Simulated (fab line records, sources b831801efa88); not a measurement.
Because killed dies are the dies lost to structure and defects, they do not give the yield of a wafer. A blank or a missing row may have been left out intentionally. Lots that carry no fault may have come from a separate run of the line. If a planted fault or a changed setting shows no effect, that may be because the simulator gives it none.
Which tool is to blame? || flow sky130 || 15 lots, 45 wafers sampled, at 2 steps of a route of 708

WHAT THE GAUGES READ, wafer by wafer
SKY_VT_ADJUST_LVTN_TW_MEAS_10.
{"lot": "L931", "measured": "day 7 00:07", "on": "filmMetro-03", "VT_ADJUST_LVTN_TW": "238.9 237.8 238.0"}
{"lot": "L934", "measured": "day 7 15:17", "on": "filmMetro-01", "VT_ADJUST_LVTN_TW": "241.4 242.5 242.2"}
{"lot": "L937", "measured": "day 8 13:40", "on": "filmMetro-03", "VT_ADJUST_LVTN_TW": "239.6 238.0 237.1"}
{"lot": "L941", "measured": "day 10 01:00", "on": "filmMetro-01", "VT_ADJUST_LVTN_TW": "242.1 241.3 243.1"}
{"lot": "L942", "measured": "day 10 09:47", "on": "filmMetro-03", "VT_ADJUST_LVTN_TW": "238.1 239.7 237.9"}
{"lot": "L943", "measured": "day 10 10:07", "on": "filmMetro-02", "VT_ADJUST_LVTN_TW": "242.8 243.3 244.2"}
{"lot": "L944", "measured": "day 10 13:20", "on": "filmMetro-03", "VT_ADJUST_LVTN_TW": "238.8 238.2 237.7"}
{"lot": "L945", "measured": "day 10 23:25", "on": "filmMetro-02", "VT_ADJUST_LVTN_TW": "244.2 244.1 243.9"}
{"lot": "L946", "measured": "day 11 04:07", "on": "filmMetro-01", "VT_ADJUST_LVTN_TW": "243.7 243.1 243.0"}
{"lot": "L947", "measured": "day 11 09:19", "on": "filmMetro-01", "VT_ADJUST_LVTN_TW": "243.0 242.9 242.9"}
{"lot": "L948", "measured": "day 11 14:15", "on": "filmMetro-02", "VT_ADJUST_LVTN_TW": "242.2 242.6 241.9"}
{"lot": "L949", "measured": "day 11 17:14", "on": "filmMetro-02", "VT_ADJUST_LVTN_TW": "239.1 242.0 241.6"}
{"lot": "L951", "measured": "day 12 07:38", "on": "filmMetro-02", "VT_ADJUST_LVTN_TW": "242.1 241.8 242.7"}
{"lot": "L953", "measured": "day 12 23:53", "on": "filmMetro-03", "VT_ADJUST_LVTN_TW": "237.7 238.0 238.2"}
{"lot": "L954", "measured": "day 13 04:37", "on": "filmMetro-03", "VT_ADJUST_LVTN_TW": "238.6 237.5 237.5"}

WHICH TOOL RAN EACH LOT (tool, then ch and the chambers of the sampled wafers, then the start)
{"lot": "L931", "SKY_NWELL_STRIP_14": "plasmaAsher-01 ch 0,1, day 4 17:52"}
{"lot": "L934", "SKY_NWELL_STRIP_14": "plasmaAsher-04 ch 0,1, day 5 07:24"}
{"lot": "L937", "SKY_NWELL_STRIP_14": "plasmaAsher-01 ch 0,1, day 6 00:25"}
{"lot": "L941", "SKY_NWELL_STRIP_14": "plasmaAsher-01 ch 0,1, day 7 09:21"}
{"lot": "L942", "SKY_NWELL_STRIP_14": "plasmaAsher-01 ch 0,1, day 7 17:04"}
{"lot": "L943", "SKY_NWELL_STRIP_14": "plasmaAsher-04 ch 0,1, day 7 17:25"}
{"lot": "L944", "SKY_NWELL_STRIP_14": "plasmaAsher-01 ch 0,1, day 7 21:34"}
{"lot": "L945", "SKY_NWELL_STRIP_14": "plasmaAsher-04 ch 0,1, day 8 05:37"}
{"lot": "L946", "SKY_NWELL_STRIP_14": "plasmaAsher-02 ch 0, day 8 08:55"}
{"lot": "L947", "SKY_NWELL_STRIP_14": "plasmaAsher-04 ch 0,1, day 8 14:52"}
{"lot": "L948", "SKY_NWELL_STRIP_14": "plasmaAsher-01 ch 0,1, day 8 18:43"}
{"lot": "L949", "SKY_NWELL_STRIP_14": "plasmaAsher-01 ch 0,1, day 8 22:07"}
{"lot": "L951", "SKY_NWELL_STRIP_14": "plasmaAsher-02 ch 1, day 9 10:28"}
{"lot": "L953", "SKY_NWELL_STRIP_14": "plasmaAsher-04 ch 0,1, day 9 23:34"}
{"lot": "L954", "SKY_NWELL_STRIP_14": "plasmaAsher-01 ch 0,1, day 10 04:04"}
- SKY_NWELL_STRIP_14: strips in O2/N2.

WHAT THE TOOLS THEMSELVES READ (means of the sampled wafers that have a number; where no wafer has one, the mark that the record gives instead)
SKY_NWELL_STRIP_14.
{"lot": "L931", "tool": "plasmaAsher-01", "drypumpMotorCurrentA (A)": 5.1, "oesProductAu (a.u.)": 0.722, "stripTimeToEndpointS (s)": 36.87}
{"lot": "L934", "tool": "plasmaAsher-04", "drypumpMotorCurrentA (A)": 5.6, "oesProductAu (a.u.)": 0.723, "stripTimeToEndpointS (s)": 36.93}
{"lot": "L937", "tool": "plasmaAsher-01", "drypumpMotorCurrentA (A)": 5.5, "oesProductAu (a.u.)": 0.724, "stripTimeToEndpointS (s)": 36.95}
{"lot": "L941", "tool": "plasmaAsher-01", "drypumpMotorCurrentA (A)": 5.1, "oesProductAu (a.u.)": 0.725, "stripTimeToEndpointS (s)": 37.05}
{"lot": "L942", "tool": "plasmaAsher-01", "drypumpMotorCurrentA (A)": 5.1, "oesProductAu (a.u.)": 0.723, "stripTimeToEndpointS (s)": 36.82}
{"lot": "L943", "tool": "plasmaAsher-04", "drypumpMotorCurrentA (A)": 5.7, "oesProductAu (a.u.)": 0.724, "stripTimeToEndpointS (s)": 36.97}
{"lot": "L944", "tool": "plasmaAsher-01", "drypumpMotorCurrentA (A)": 5.5, "oesProductAu (a.u.)": 0.724, "stripTimeToEndpointS (s)": 36.93}
{"lot": "L945", "tool": "plasmaAsher-04", "drypumpMotorCurrentA (A)": 5.7, "oesProductAu (a.u.)": 0.723, "stripTimeToEndpointS (s)": 37.00}
{"lot": "L946", "tool": "plasmaAsher-02", "drypumpMotorCurrentA (A)": 5.6, "oesProductAu (a.u.)": 0.718, "stripTimeToEndpointS (s)": 36.80}
{"lot": "L947", "tool": "plasmaAsher-04", "drypumpMotorCurrentA (A)": 5.7, "oesProductAu (a.u.)": 0.723, "stripTimeToEndpointS (s)": 36.84}
{"lot": "L948", "tool": "plasmaAsher-01", "drypumpMotorCurrentA (A)": 5.5, "oesProductAu (a.u.)": 0.724, "stripTimeToEndpointS (s)": 36.94}
{"lot": "L949", "tool": "plasmaAsher-01", "drypumpMotorCurrentA (A)": 5.1, "oesProductAu (a.u.)": 0.723, "stripTimeToEndpointS (s)": 36.85}
{"lot": "L951", "tool": "plasmaAsher-02", "drypumpMotorCurrentA (A)": 5.3, "oesProductAu (a.u.)": 0.722, "stripTimeToEndpointS (s)": 36.90}
{"lot": "L953", "tool": "plasmaAsher-04", "drypumpMotorCurrentA (A)": 5.7, "oesProductAu (a.u.)": 0.722, "stripTimeToEndpointS (s)": 36.96}
{"lot": "L954", "tool": "plasmaAsher-01", "drypumpMotorCurrentA (A)": 5.1, "oesProductAu (a.u.)": 0.721, "stripTimeToEndpointS (s)": 36.89}

THE ANSWER, worked out from the rows above alone
Rule: what is usual is taken from the lots themselves. The widest of any qualifying gaps counts: lots, ordered by their means at a reading, are off when they make up no more than a third of the lots, leave a main group of 4 or more, and stand apart from it by 3 or more times the standard deviation of that group's means. A main group whose means are all the same, to the digits that the tables above print for the reading, isn't used. A lot without any number at a reading at which 4 lots or more have one is off too. Any other lot the step has rows for is counted as sound. The gauges are gone through in route order, then the tools' own readings, and for those a lot's mean is taken as printed above. At the first step where some lot is off, the reading lying furthest off is the one used; lots without a number count as furthest.
No lot is off on any of the readings shown, so nothing can be concluded from this.

WHAT HAD BEEN PUT IN BY THE SIMULATOR
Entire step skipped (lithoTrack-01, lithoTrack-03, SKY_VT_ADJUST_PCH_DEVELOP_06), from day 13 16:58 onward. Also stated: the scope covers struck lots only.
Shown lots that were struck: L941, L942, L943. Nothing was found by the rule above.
